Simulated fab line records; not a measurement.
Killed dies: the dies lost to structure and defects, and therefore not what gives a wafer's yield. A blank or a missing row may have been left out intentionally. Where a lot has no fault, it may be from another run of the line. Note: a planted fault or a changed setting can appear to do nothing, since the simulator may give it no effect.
2 desks, one fault -- flow gf180mcu -- what lay behind the numbers comes last; until then each desk has only its own

== FOR THE TOOL OWNER'S DESK: lithoTrack-03 ==
The tool's own readings at GF_M1_COAT_09 (resist thk 1000 nm): means of the sampled wafers that have a number, for each lot that ran on this tool. The brackets show how far a lot's mean lies from the usual mean; more than 4 standard deviations puts the lot out of limits, marked OUT.
Columns: A = chillPlateTempC at GF_M1_COAT_09, usual 22.96 C
lot,first seen here,A
L881,day 16 10:23,23.09
L885,day 18 05:05,22.94
L886,day 18 18:20,23.03
L887,day 18 23:10,23.04
L891,day 20 06:58,22.89
L892,day 20 17:25,22.90
L903,day 24 14:16,22.71
L904,day 25 03:01,22.89
This desk's finding: nothing out of limits on any of the 8 lots.

== AT THE METROLOGY DESK ==
Lot by lot, what the gauges showed, no matter which tool ran the lot: averages of those sampled wafers that carry a number. The brackets show how far a lot's mean lies from the usual mean; more than 4 standard deviations puts the lot out of limits, marked OUT.
Columns: A = M1_ALCU_RS at GF_M1_RS_MEAS_05, usual 0.0697 ohm/sq
lot,first seen here,A
L881,day 15 23:41,0.0695
L885,day 17 18:07,0.0709
L886,day 18 05:44,0.0683
L887,day 18 10:31,0.0701
L888,day 18 15:32,0.0702
L890,day 19 07:10,0.0696
L891,day 19 19:35,0.0688
L892,day 20 05:34,0.0701
L893,day 20 12:40,0.0692
L894,day 21 05:20,0.0688
L903,day 24 03:32,0.0695
L904,day 24 16:26,0.0691
This desk's finding: nothing out of limits on any of the 12 lots.

== TAKEN TOGETHER ==
The tool owner's desk saw nothing out of limits.
Nothing out of limits was seen by the metrology desk.

== WHAT HAD BEEN PUT IN BY THE SIMULATOR ==
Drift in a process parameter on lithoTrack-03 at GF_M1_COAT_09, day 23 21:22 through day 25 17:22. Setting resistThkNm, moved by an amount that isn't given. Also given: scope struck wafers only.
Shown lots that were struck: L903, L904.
